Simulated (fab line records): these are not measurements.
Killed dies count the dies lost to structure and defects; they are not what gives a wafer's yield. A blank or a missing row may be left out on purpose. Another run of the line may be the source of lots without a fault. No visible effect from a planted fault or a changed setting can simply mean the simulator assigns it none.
Matching of chambers :: flow sfq-line :: SFQ_TRILAYER_I5_BARC_OPEN_VIA_ETCH_200 on rie-diel-03 has 4 sister chambers
The step etches BARC in O2, target depth 125 nm, time 41.7 s. 6 wafers are shown with their chamber, then 7 later ones without.

EACH WAFER AND ITS CHAMBER
wafer: L782.3
chamber: 0
oes-product-au (a.u.): 0.697

wafer: L791.4
chamber: 2
oes-product-au (a.u.): 0.677

wafer: L792.5
chamber: 1
oes-product-au (a.u.): 0.685

wafer: L792.6
chamber: 2
oes-product-au (a.u.): 0.684

wafer: L795.3
chamber: 3
oes-product-au (a.u.): 0.684

wafer: L795.5
chamber: 3
oes-product-au (a.u.): 0.701

WAFERS WHOSE CHAMBER IS MISSING
wafer: L795.6
oes-product-au (a.u.): 0.689

wafer: L800.4
oes-product-au (a.u.): 0.681

wafer: L800.5
oes-product-au (a.u.): 0.681

wafer: L800.6
oes-product-au (a.u.): 0.687

wafer: L801.2
oes-product-au (a.u.): 0.693

wafer: L801.5
oes-product-au (a.u.): 0.679

wafer: L801.6
oes-product-au (a.u.): 0.685

THE CHAMBER EACH PASSED THROUGH
wafer: L795.6
from the rows above: can't be placed: 3 or 1 or 0 or 2
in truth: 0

wafer: L800.4
from the rows above: can't be placed: 2 or 1 or 3 or 0
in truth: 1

wafer: L800.5
from the rows above: can't be placed: 2 or 1 or 3 or 0
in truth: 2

wafer: L800.6
from the rows above: can't be placed: 1 or 3 or 2 or 0
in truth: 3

wafer: L801.2
from the rows above: can't be placed: 3 or 0 or 1 or 2
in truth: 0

wafer: L801.5
from the rows above: can't be placed: 2 or 1 or 3 or 0
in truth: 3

wafer: L801.6
from the rows above: can't be placed: 1 or 2 or 3 or 0
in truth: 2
Placed correctly: 0 of 7. Can't be placed from these rows: 7 (the true chamber is among the candidates in 7). Placed wrongly: 0.
How it was worked out, from the rows above alone: a wafer's distance from a chamber is the root of the sum, over the readings, of the square of ((its reading less the chamber's mean) divided by the reading's scatter). The wafer belongs to the nearest chamber; if the next one is less than 2 further off, it can't be placed. Each chamber's mean is taken over the wafers shown for it. The scatter is the square root of a quotient: the sum, over the shown wafers, of each reading's squared deviation from its chamber's mean, divided by wafers minus chambers.
